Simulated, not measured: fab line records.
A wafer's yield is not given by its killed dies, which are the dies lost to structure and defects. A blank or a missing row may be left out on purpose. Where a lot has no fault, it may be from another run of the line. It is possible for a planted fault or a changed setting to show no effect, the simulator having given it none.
Which tool was responsible? || flow gf180mcu || 33 wafers from 11 lots sampled at 4 of the route's 602 steps

## WHAT THE GAUGES SHOWED, per wafer
GF_M1_THK_MEAS_06: measures by xrf. Usual: M1_ALCU_THK typically reads 460 nm, with standard deviation 6.6.
{"lot": "L863", "measured": "day 16 02:16", "on": "film metro-04", "M1_ALCU_THK (nm)": "460 458 457", "flag": ""}
{"lot": "L864", "measured": "day 16 12:41", "on": "film metro-04", "M1_ALCU_THK (nm)": "454 451 448", "flag": ""}
{"lot": "L869", "measured": "day 18 16:17", "on": "film metro-04", "M1_ALCU_THK (nm)": "456 457 457", "flag": ""}
{"lot": "L870", "measured": "day 19 17:24", "on": "film metro-04", "M1_ALCU_THK (nm)": "466 471 472", "flag": ""}
{"lot": "L878", "measured": "day 21 23:24", "on": "film metro-02", "M1_ALCU_THK (nm)": "469 467 471", "flag": ""}
{"lot": "L879", "measured": "day 22 12:02", "on": "film metro-01", "M1_ALCU_THK (nm)": "462 459 457", "flag": ""}
{"lot": "L881", "measured": "day 22 18:46", "on": "film metro-04", "M1_ALCU_THK (nm)": "451 454 452", "flag": ""}
{"lot": "L882", "measured": "day 23 04:13", "on": "film metro-01", "M1_ALCU_THK (nm)": "456 450 454", "flag": ""}
{"lot": "L883", "measured": "day 23 12:17", "on": "film metro-01", "M1_ALCU_THK (nm)": "458 455 454", "flag": ""}
{"lot": "L884", "measured": "day 23 20:00", "on": "film metro-01", "M1_ALCU_THK (nm)": "459 461 466", "flag": ""}
{"lot": "L885", "measured": "day 24 07:19", "on": "film metro-04", "M1_ALCU_THK (nm)": "456 453 463", "flag": ""}

GF_V1_THK_MEAS_03. Usual: V1_CVD_02_THK typically reads 852 nm, with standard deviation 12.
{"lot": "L863", "measured": "day 17 01:57", "on": "film metro-01", "V1_CVD_02_THK (nm)": "846 851 862", "flag": ""}
{"lot": "L864", "measured": "day 17 12:15", "on": "film metro-04", "V1_CVD_02_THK (nm)": "839 854 847", "flag": ""}
{"lot": "L869", "measured": "day 19 17:32", "on": "film metro-01", "V1_CVD_02_THK (nm)": "930 846 858", "flag": ""}
{"lot": "L870", "measured": "day 20 19:09", "on": "film metro-04", "V1_CVD_02_THK (nm)": "850 937 865", "flag": ""}
{"lot": "L878", "measured": "day 22 23:25", "on": "film metro-03", "V1_CVD_02_THK (nm)": "854 840 864", "flag": ""}
{"lot": "L879", "measured": "day 23 12:10", "on": "film metro-04", "V1_CVD_02_THK (nm)": "845 865 853", "flag": ""}
{"lot": "L881", "measured": "day 23 18:27", "on": "film metro-01", "V1_CVD_02_THK (nm)": "878 853 874", "flag": ""}
{"lot": "L882", "measured": "day 24 04:00", "on": "film metro-04", "V1_CVD_02_THK (nm)": "850 848 851", "flag": ""}
{"lot": "L883", "measured": "day 24 12:01", "on": "film metro-04", "V1_CVD_02_THK (nm)": "846 871 881", "flag": ""}
{"lot": "L884", "measured": "day 24 19:28", "on": "film metro-03", "V1_CVD_02_THK (nm)": "841 862 858", "flag": ""}
{"lot": "L885", "measured": "day 25 06:14", "on": "film metro-04", "V1_CVD_02_THK (nm)": "825 840 853", "flag": ""}

## EACH LOT AND THE TOOL THAT RAN IT (in order: tool; ch and the chambers of the sampled wafers; start)
{"lot": "L863", "GF_M1_SPUTTER_02": "pvd sputter-04, day 16 02:02", "GF_V1_CVD_02": "pecvd-04 ch 0,1, day 17 01:52"}
{"lot": "L864", "GF_M1_SPUTTER_02": "pvd sputter-01, day 16 12:28", "GF_V1_CVD_02": "pecvd-02 ch 1,2, day 17 12:10"}
{"lot": "L869", "GF_M1_SPUTTER_02": "pvd sputter-04, day 18 16:03", "GF_V1_CVD_02": "pecvd-01 ch 0,1,2, day 19 17:27"}
{"lot": "L870", "GF_M1_SPUTTER_02": "pvd sputter-02, day 19 17:11", "GF_V1_CVD_02": "pecvd-01 ch 0,2, day 20 19:05"}
{"lot": "L878", "GF_M1_SPUTTER_02": "pvd sputter-02, day 21 23:11", "GF_V1_CVD_02": "pecvd-01 ch 1,2, day 22 23:21"}
{"lot": "L879", "GF_M1_SPUTTER_02": "pvd sputter-04, day 22 11:49", "GF_V1_CVD_02": "pecvd-01 ch 0,2, day 23 12:04"}
{"lot": "L881", "GF_M1_SPUTTER_02": "pvd sputter-04, day 22 18:32", "GF_V1_CVD_02": "pecvd-04 ch 0,1,2, day 23 18:23"}
{"lot": "L882", "GF_M1_SPUTTER_02": "pvd sputter-01, day 23 04:00", "GF_V1_CVD_02": "pecvd-02 ch 0,1,2, day 24 03:55"}
{"lot": "L883", "GF_M1_SPUTTER_02": "pvd sputter-04, day 23 12:05", "GF_V1_CVD_02": "pecvd-01 ch 0,2, day 24 11:55"}
{"lot": "L884", "GF_M1_SPUTTER_02": "pvd sputter-01, day 23 19:47", "GF_V1_CVD_02": "pecvd-01 ch 0,2, day 24 19:20"}
{"lot": "L885", "GF_M1_SPUTTER_02": "pvd sputter-04, day 24 07:05", "GF_V1_CVD_02": "pecvd-01 ch 1,2, day 25 06:08"}
- GF_M1_SPUTTER_02: material AlCu, target thk 450 nm, time 23.9 s.
- GF_V1_CVD_02: deposits SiO2 from TEOS, target thk 850 nm, time 94.851 s.

## AS READ BY THE TOOLS THEMSELVES (means over the sampled wafers that have a number; for cases with no such wafer, the mark the record gives instead)
GF_M1_SPUTTER_02. Usual: throttle valve pct reads 29.6 % (standard deviation 0.45).
{"lot": "L863", "tool": "pvd sputter-04", "throttle valve pct (%)": 29.6, "flag": ""}
{"lot": "L864", "tool": "pvd sputter-01", "throttle valve pct (%)": 30.0, "flag": ""}
{"lot": "L869", "tool": "pvd sputter-04", "throttle valve pct (%)": 29.6, "flag": ""}
{"lot": "L870", "tool": "pvd sputter-02", "throttle valve pct (%)": 29.6, "flag": ""}
{"lot": "L878", "tool": "pvd sputter-02", "throttle valve pct (%)": 29.6, "flag": ""}
{"lot": "L879", "tool": "pvd sputter-04", "throttle valve pct (%)": 29.6, "flag": ""}
{"lot": "L881", "tool": "pvd sputter-04", "throttle valve pct (%)": 29.3, "flag": ""}
{"lot": "L882", "tool": "pvd sputter-01", "throttle valve pct (%)": 29.6, "flag": ""}
{"lot": "L883", "tool": "pvd sputter-04", "throttle valve pct (%)": 29.5, "flag": ""}
{"lot": "L884", "tool": "pvd sputter-01", "throttle valve pct (%)": 29.6, "flag": ""}
{"lot": "L885", "tool": "pvd sputter-04", "throttle valve pct (%)": 29.5, "flag": ""}

GF_V1_CVD_02. Usual: heater power outer w 385 W, standard deviation 62; heater power w 651 W, standard deviation 92; run length s 122.8 s, standard deviation 0.67.
{"lot": "L863", "tool": "pecvd-04", "heater power outer w (W)": 433, "heater power w (W)": 664, "run length s (s)": 123.2, "flag": ""}
{"lot": "L864", "tool": "pecvd-02", "heater power outer w (W)": 461, "heater power w (W)": 788, "run length s (s)": 123.0, "flag": ""}
{"lot": "L869", "tool": "pecvd-01", "heater power outer w (W)": 388, "heater power w (W)": 646, "run length s (s)": 126.2, "flag": "OFF"}
{"lot": "L870", "tool": "pecvd-01", "heater power outer w (W)": 407, "heater power w (W)": 680, "run length s (s)": 126.1, "flag": "OFF"}
{"lot": "L878", "tool": "pecvd-01", "heater power outer w (W)": 375, "heater power w (W)": 588, "run length s (s)": 123.3, "flag": ""}
{"lot": "L879", "tool": "pecvd-01", "heater power outer w (W)": 372, "heater power w (W)": 621, "run length s (s)": 123.0, "flag": ""}
{"lot": "L881", "tool": "pecvd-04", "heater power outer w (W)": 391, "heater power w (W)": 651, "run length s (s)": 123.0, "flag": ""}
{"lot": "L882", "tool": "pecvd-02", "heater power outer w (W)": 386, "heater power w (W)": 667, "run length s (s)": 122.5, "flag": ""}
{"lot": "L883", "tool": "pecvd-01", "heater power outer w (W)": 394, "heater power w (W)": 676, "run length s (s)": 122.8, "flag": ""}
{"lot": "L884", "tool": "pecvd-01", "heater power outer w (W)": 401, "heater power w (W)": 686, "run length s (s)": 123.1, "flag": ""}
{"lot": "L885", "tool": "pecvd-01", "heater power outer w (W)": 357, "heater power w (W)": 572, "run length s (s)": 123.3, "flag": ""}

## THE ANSWER, worked out from the rows above alone
Rule: take the mean of a lot's wafers that have a number; if it is more than 3 standard deviations from the usual mean, the lot is off. A lot without any number at a reading at which 4 lots or more have one is off too. Any other lot the step has rows for is counted as sound. After the gauges, taken in route order, come the tools' own readings; for these a lot's mean is taken, as printed above. The first step at which some lot is off is used, and at that step the reading that is off furthest; a lot without a number counts as furthest.
Off at GF_V1_CVD_02 (run length s): L869, L870.
A tool fits if, at that step or a process step before it, it ran every lot that is off, and no sound lot after the first of them. No candidate that was tried fits.

## WHAT THE SIMULATOR PUT IN
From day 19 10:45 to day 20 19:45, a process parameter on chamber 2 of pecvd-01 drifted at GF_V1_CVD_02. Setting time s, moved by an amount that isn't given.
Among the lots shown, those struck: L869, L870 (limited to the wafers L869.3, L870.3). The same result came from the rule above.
